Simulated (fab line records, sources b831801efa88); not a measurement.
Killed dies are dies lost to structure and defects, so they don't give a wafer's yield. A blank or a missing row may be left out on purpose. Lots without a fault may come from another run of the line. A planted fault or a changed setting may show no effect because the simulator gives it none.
A struck lot beside a sound one | flow sfq_line | 18 steps out of a route of 325
Sound: wafers L967.4, L967.5, L967.6. Struck: wafers L976.3, L976.6. The cause comes at the end.
At each step with rows: each side's tool, then ch and its chambers, then its first start. Under that, the readings that differ: sound wafers | struck wafers | difference of the means | sigmas: that difference in standard deviations of wafers without a fault.
alike: readings whose means differ by less than 2 such deviations, and words and numbers that are the same on both sides. not compared: withheld readings, readings that some wafer has no value for, bounds like >300 that may hide the same value, and numbers for which the record gives no deviation and whose values overlap.
The two part at a step that has a row with sigmas, a row that says differs or no value, or rows on one side only. Numbers that don't overlap but have no deviation are shown without sigmas and don't part them. A reading that every wafer of one side lacks parts them only if that side has two wafers or more.

SFQ_TRILAYER_M4_BARC_OPEN_METAL_ETCH_123: etches BARC in O2, target depth 125 nm, time 41.7 s.
  sound on rie_metal-01 ch 0,1, day 44 21:02; struck on rie_metal-03 ch 0, day 53 21:04
  alike: drypump_motor_current_A, oes_product_au
  not compared: rf_hours_counter_h
SFQ_TRILAYER_M4_ETCH_METAL_ETCH_096: etches Nb in Cl2/Ar, stops on SiO2, target depth 240 nm, time 120 s.
  sound on rie_metal-01 ch 0,1, day 44 21:07; struck on rie_metal-03 ch 0, day 53 21:09
  alike: drypump_motor_current_A, oes_product_au
  not compared: rf_hours_counter_h
SFQ_TRILAYER_M4_STRIP_STRIP_097: strips in O2.
  sound on rie_metal-01 ch 0,1, day 44 21:23; struck on rie_metal-03 ch 0, day 53 21:26
  alike: drypump_motor_current_A, oes_product_au
  not compared: rf_hours_counter_h
then, 3 steps without rows for these wafers: SFQ_TRILAYER_M4_STRIP_SOLV_CLEAN_098 (cleans in NMP, time 600 s); SFQ_TRILAYER_I4_DEP_PECVD_099 (deposits SiO2 from SiH4/N2O, time 111.11 s, target thk 500 nm); SFQ_TRILAYER_I4_CMP_CMP_100 (polishes SiO2).
SFQ_I4_BOW_MEAS_927:
  sound on film_metro-03, day 45 08:19; struck on film_metro-01, day 54 04:42
  alike: I4_BOW
SFQ_TRILAYER_I4_METRO_MEASURE_101:
  sound on film_metro-03, day 45 08:59; struck on film_metro-01, day 54 05:11
  alike: thk_nm
then, 4 steps without rows for these wafers: SFQ_TRILAYER_I4_VIA_LITHO_COAT_108 (resist thk 62 nm); SFQ_TRILAYER_I4_VIA_LITHO_COAT_103 (resist thk 650 nm); SFQ_TRILAYER_I4_VIA_LITHO_SOFTBAKE_107; SFQ_TRILAYER_I4_VIA_LITHO_EXPOSE_104 (exposes mask I4, target cd 700 nm).
SFQ_TRILAYER_I4_VIA_LITHO_PEB_106: peb time 60 s.
  sound on litho_track-02 ch 0, day 51 08:06; struck on litho_track-02 ch 0, day 54 23:10
  reading                  | sound             | struck      | difference | sigmas
  heater_power_total_W (W) | 79.00 79.25 79.17 | 82.75 82.73 | +3.60      | +52
then, 1 step without rows for these wafers: SFQ_TRILAYER_I4_VIA_LITHO_DEVELOP_105 (time 60 s).
SFQ_I4_OVL_MEAS_928:
  sound on overlay-02, day 51 08:20; struck on overlay-01, day 54 23:26
  alike: I4_OVL
SFQ_TRILAYER_I4_VIA_BARC_OPEN_VIA_ETCH_146: etches BARC in O2, target depth 125 nm, time 41.7 s.
  sound on rie_diel-02 ch 0,1,3, day 51 08:22; struck on rie_diel-02 ch 2,3, day 54 23:27
  reading             | sound             | struck      | difference | sigmas
  model.I4.cd_nm (nm) | 700.7 701.4 701.1 | 677.2 676.2 | -24.4      |
  alike: drypump_motor_current_A, oes_product_au
  not compared: rf_hours_counter_h
SFQ_TRILAYER_I4_VIA_ETCH_VIA_ETCH_106: etches SiO2 in CHF3, stops on Nb, target depth 260 nm.
  sound on rie_diel-02 ch 0,1,3, day 51 08:24; struck on rie_diel-02 ch 2,3, day 54 23:29
  reading             | sound             | struck    | difference | sigmas
  model.I4.cd_nm (nm) | 697.8 701.3 702.4 | 678.9 678 | -22.0      |
  alike: drypump_motor_current_A, oes_product_au
SFQ_TRILAYER_I4_VIA_STRIP_STRIP_107: strips in O2.
  sound on rie_metal-03 ch 0,1, day 51 08:43; struck on rie_metal-01 ch 0,1, day 54 23:48
  alike: drypump_motor_current_A, oes_product_au
  not compared: rf_hours_counter_h

WHERE THEY PART
Only at SFQ_TRILAYER_I4_VIA_LITHO_PEB_106, within this record. Later steps at which nothing parts them and some readings are alike: SFQ_I4_OVL_MEAS_928, SFQ_TRILAYER_I4_VIA_BARC_OPEN_VIA_ETCH_146, SFQ_TRILAYER_I4_VIA_ETCH_VIA_ETCH_106, SFQ_TRILAYER_I4_VIA_STRIP_STRIP_107.

WHY: what the simulator had put in
Process parameter drift: litho_track-02, from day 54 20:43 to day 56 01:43, at SFQ_TRILAYER_I4_VIA_LITHO_PEB_106. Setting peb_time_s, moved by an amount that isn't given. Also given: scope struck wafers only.
